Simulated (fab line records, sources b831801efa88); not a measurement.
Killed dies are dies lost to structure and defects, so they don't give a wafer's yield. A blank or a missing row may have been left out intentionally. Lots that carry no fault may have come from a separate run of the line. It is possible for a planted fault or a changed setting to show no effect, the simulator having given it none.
Matching of chambers ; flow gf180mcu ; GF_V3_CMP_26 on cmp-02 has 4 sister chambers
The step polishes, stops on SiO2, t overpolish 15 s, target thk 0 nm. 4 wafers are shown with their chamber, then 7 later ones without.

## EACH WAFER AND ITS CHAMBER
wafer;chamber;motor-current-A (A)
L253.6;3;11.4
L255.1;0;12.6
L268.1;2;13.3
L268.4;1;9.1

## WAFERS WITH NO CHAMBER GIVEN
wafer;motor-current-A (A)
L268.5;13.0
L270.2;12.6
L270.3;11.2
L270.6;11.3
L273.4;13.0
L273.5;13.8
L273.6;9.2

## WHICH CHAMBER EACH ONE RAN IN
wafer;from the rows above;in truth
L268.5;can't be placed: 2 or 0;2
L270.2;0;0
L270.3;3;3
L270.6;3;3
L273.4;can't be placed: 2 or 0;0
L273.5;2;2
L273.6;1;1
Placed correctly: 5 of 7. Can't be placed from these rows: 2 (the true chamber is among the candidates in 2). Placed wrongly: 0.
How it was worked out, from the rows above alone: a wafer's distance from a chamber is the root of the sum, over the readings, of the square of ((its reading less the chamber's mean) divided by the reading's scatter). If the next closest chamber is less than 2 further off than the closest, the wafer can't be placed; otherwise it belongs to the closest. The mean given for a chamber averages the wafers shown for that chamber. The scatter: root of mean squared gap, hidden wafer to nearest shown wafer, with one shown wafer a chamber.
